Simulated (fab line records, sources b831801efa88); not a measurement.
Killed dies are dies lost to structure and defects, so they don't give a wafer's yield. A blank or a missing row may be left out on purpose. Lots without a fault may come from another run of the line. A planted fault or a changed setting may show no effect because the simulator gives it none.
Chamber matching | flow gf180mcu | GF_PASSIVATION_CVD_00 on pecvd-04: 3 sister chambers
The step deposits SiO2 from TEOS, target thk 1000 nm, time 111.95 s. 6 wafers are shown with their chamber, then 7 later ones without.

WAFERS WITH THEIR CHAMBER
wafer  | chamber | heater_power_w (W)
L718.5 | 1       | 836
L719.2 | 1       | 866
L719.3 | 2       | 485
L719.6 | 0       | 749
L721.3 | 0       | 772
L721.4 | 2       | 574

WAFERS WITHOUT THEIR CHAMBER
wafer  | heater_power_w (W)
L721.5 | 821
L723.2 | 763
L723.3 | 505
L723.5 | 806
L732.2 | 825
L732.3 | 513
L732.4 | 590

WHICH CHAMBER EACH WENT THROUGH
wafer  | from the rows above     | in truth
L721.5 | can't be placed: 1 or 0 | 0
L723.2 | 0                       | 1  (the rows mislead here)
L723.3 | 2                       | 2
L723.5 | can't be placed: 1 or 0 | 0
L732.2 | can't be placed: 1 or 0 | 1
L732.3 | 2                       | 2
L732.4 | 2                       | 2
Placed correctly: 3 of 7. Can't be placed from these rows: 3 (the true chamber is among the candidates in 3). Placed wrongly: 1.
How it was worked out, from the rows above alone: a wafer's distance from a chamber is the root of the sum, over the readings, of the square of ((its reading less the chamber's mean) divided by the reading's scatter). The wafer belongs to the nearest chamber; if the next one is less than 2 further off, it can't be placed. A chamber's mean is the mean of its shown wafers. The scatter: the root of (the sum of the squares of (reading less its chamber's mean) over the shown wafers, divided by (wafers less chambers)).
